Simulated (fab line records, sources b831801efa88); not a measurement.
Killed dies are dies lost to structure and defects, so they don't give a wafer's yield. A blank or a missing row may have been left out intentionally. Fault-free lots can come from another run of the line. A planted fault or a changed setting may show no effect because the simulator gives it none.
8D (eight disciplines) problem report, filled in by code ; flow gf180mcu ; the parts of the form that need people (team, actions taken, sign-off) are left out

## 1. WHAT IS WRONG
PSD_TW at GF_PSD_TW_MEAS_11 reads a mean of 29 on 3 wafers of 1 lot; wafers without a fault read 3168 with a standard deviation of 29. That is -99 or more standard deviations from the usual mean.
The first sign was on wafer L657.3 at day 16 15:04, on film metro-04. At this step, 39 wafers from 13 lots have a number in the record. Rule for "out" (also "out of limits"): further than 4 standard deviations from the usual mean. The rest of the wafers with a number are treated as sound.

## 2. WHAT IT IS AND WHAT IT IS NOT
question;is;is not
which readings at this step;PSD_TW;-
which lots;L657;L652, L653, L654, L656, L658, L659, L668, L669, L670, L672, L673, L674
which wafers of those lots;all that have a number;-
read on which gauges;film metro-04;film metro-02, film metro-03
when;from day 16 15:04;"up to then (12 sound wafers); but 24 sound wafers of L658, L659, L668, L669, L670, L672, L673, L674 came after"

## 3. WHAT RULES OUT EACH SUSPECT
Counting: a tool at any process step up to the reading remains a suspect when it ran all the lots that are out and ran no sound lot after the first of those.
- the gauge at GF_PSD_TW_MEAS_11 has been ruled out. All the wafers that are out were read on film metro-04, but those of them that GF_NSD_STRIP_11 has rows for are out there too, on other tools.
- plasma asher-01 at GF_NSD_STRIP_11 (strips in O2/N2): ruled out as a lasting fault. After its first lot that is out, L657 (day 15 17:10), sound lots L668, L669, L672, L673 ran on it.
- plasma asher-04 at GF_PSD_STRIP_10 (strips in O2/N2): ruled out as a lasting fault. After its first lot that is out, L657 (day 16 14:59), sound lots L659, L669 ran on it.
Left after counting: nothing in the record.

## 4. THE CAUSE (what the simulator had put in)
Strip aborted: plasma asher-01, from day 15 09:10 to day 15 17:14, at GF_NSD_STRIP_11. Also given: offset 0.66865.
The count ruled it out by mistake, since the rule takes a fault to strike every lot its tool runs from the start of the fault on, and this one did not do so.

## 5. SEQUENCE OF EFFECTS, ordered by route
Each row: a reading whose mean over the struck wafers that have a number lies more than 3 standard deviations from the usual. Scope: only readings with a usual standard deviation given in the record; hours: median across lots of the time from each lot's start at the first step in this table that gives one to its start at this step; sigmas: change in usual standard deviations.
hours;step;reading;usual;on struck wafers;change;sigmas
0;GF_NSD_STRIP_11;oes product au;0.487 a.u.;0.306;-0.181;-37
22;GF_PSD_STRIP_10;oes product au;0.592 a.u.;0.644;+0.052;+12
22;GF_PSD_STRIP_10;strip time to endpoint s;16.515 s;26.999;+10.484;+99 or more
22;GF_PSD_TW_MEAS_11;PSD_TW;3168;29;-3139;-99 or more
Process steps it contains:
- GF_NSD_STRIP_11: strips in O2/N2.
- GF_PSD_STRIP_10: strips in O2/N2.
Readings that are blank on the struck wafers while sound wafers have them: strip time to endpoint s at GF_NSD_STRIP_11.
At these later measuring or inspecting steps, every struck wafer for which the step has a row has a number for every such reading, and none has moved that far: GF_CONTACT_THK_MEAS_26.

## 6. HOW IT WOULD HAVE BEEN CAUGHT EARLIER
In this record the first reading out of limits at a measuring or inspecting step was taken at day 16 15:04, 30 hours after the fault began at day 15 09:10.
At GF_NSD_STRIP_11, the tool's own readings (oes product au) were out on each struck wafer the step has a row for, so an alarm limit on them would have fired on the first such wafer.
